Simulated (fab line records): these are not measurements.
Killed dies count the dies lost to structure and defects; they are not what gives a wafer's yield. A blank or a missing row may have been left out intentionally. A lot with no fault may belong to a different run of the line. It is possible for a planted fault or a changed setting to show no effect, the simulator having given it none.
8D (eight disciplines) problem report, filled in by code	flow gf180mcu	the parts of the form that need people (team, actions taken, sign-off) are left out

1. WHAT IS WRONG
Across 6 wafers from 2 lots, V5_W_RS at GF_V5_RS_MEAS_24 averages 0.3822 ohm/sq, while fault-free wafers read 0.3277 ohm/sq with a standard deviation of 0.003. Measured from the usual mean, that is +18 standard deviations.
The step: measures by four-point-probe.
The first sign was on wafer L216.1 at day 30 14:29, on film-metro-02. The record holds 33 wafers of 11 lots with a number at this step. The rule behind "out" and "out of limits": a value lying over 4 standard deviations away from the usual mean. Any other wafer with a number is counted as sound.

2. WHAT IT IS, WHAT IT ISN'T
question	is	is not
which readings at this step	V5_W_RS	-
which lots	L216, L217	L206, L208, L209, L212, L214, L224, L226, L228, L229
which wafers of those lots	all that have a number	-
read on which gauges	film-metro-01, film-metro-02	film-metro-03
when	from day 30 14:29	up to then (15 sound wafers); but 12 sound wafers of L224, L226, L228, L229 came after

3. SUSPECTS, AND WHAT RULES EACH OUT
Counting: a tool at a process step up to the reading stays a suspect if it ran every lot that is out and no sound lot after the first of them.
- the gauge at GF_V5_RS_MEAS_24: ruled out. Those wafers that are out were read across 2 gauges (film-metro-01, film-metro-02).
- rie-metal-03 at GF_M5_METAL_ETCH_10 (etches the open film in Cl2/BCl3, stops on SiO2, target depth 627.5 nm, time 104.6 s): ruled out as a lasting fault. The sound lots L229 went through it after L216, its earliest lot that is out (day 29 18:04).
- cvd-w-01 at GF_V5_CVD_23 (deposits W, target thk 350 nm, time 104.9 s): kept. Every lot that is out went through it, starting with L216 (day 30 14:23), and after that it ran no sound lot; the last sound lot it ran before then is L214 (day 29 13:04). On those wafers its own readings are out: chamber-pressure-Torr.
Left after counting: cvd-w-01 at GF_V5_CVD_23.

4. THE CAUSE (what the simulator had put in)
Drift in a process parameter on cvd-w-01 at GF_V5_CVD_23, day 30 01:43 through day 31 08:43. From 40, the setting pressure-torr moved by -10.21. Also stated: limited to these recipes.
Only this tool survived the counting.

5. THE EFFECT CHAIN, in route order
Each row: a reading where the mean over the struck wafers with a number is more than 3 standard deviations away from the usual. Scope: only readings with a usual standard deviation given in the record; hours: median across lots of the time from each lot's start at the first step in this table that gives one to its start at this step; sigmas: change in usual standard deviations.
hours	step	reading	usual	on struck wafers	change	sigmas
0	GF_V5_CVD_23	chamber-pressure-Torr	40.01 Torr	29.76	-10.25	-99 or more
0	GF_V5_RS_MEAS_24	V5_W_RS	0.3277 ohm/sq	0.3822	+0.0545	+18
0	GF_V5_THK_MEAS_25	V5_W_THK	356 nm	305	-51	-12
Its process steps:
- GF_V5_CVD_23: deposits W, target thk 350 nm, time 104.9 s.

6. HOW IT WOULD HAVE BEEN CAUGHT EARLIER
Counted from the fault's start at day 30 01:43, it took 13 hours until the first out-of-limits reading at a measuring or inspecting step in this record, taken at day 30 14:29.
At GF_V5_CVD_23, the tool's own readings (chamber-pressure-Torr) were out on each struck wafer the step has a row for, so an alarm limit on them would have fired on the first such wafer.
Lots out: 2; of these, L217 started GF_V5_CVD_23 on cvd-w-01 after day 30 14:29. Putting the tool on hold at that point would have spared it.
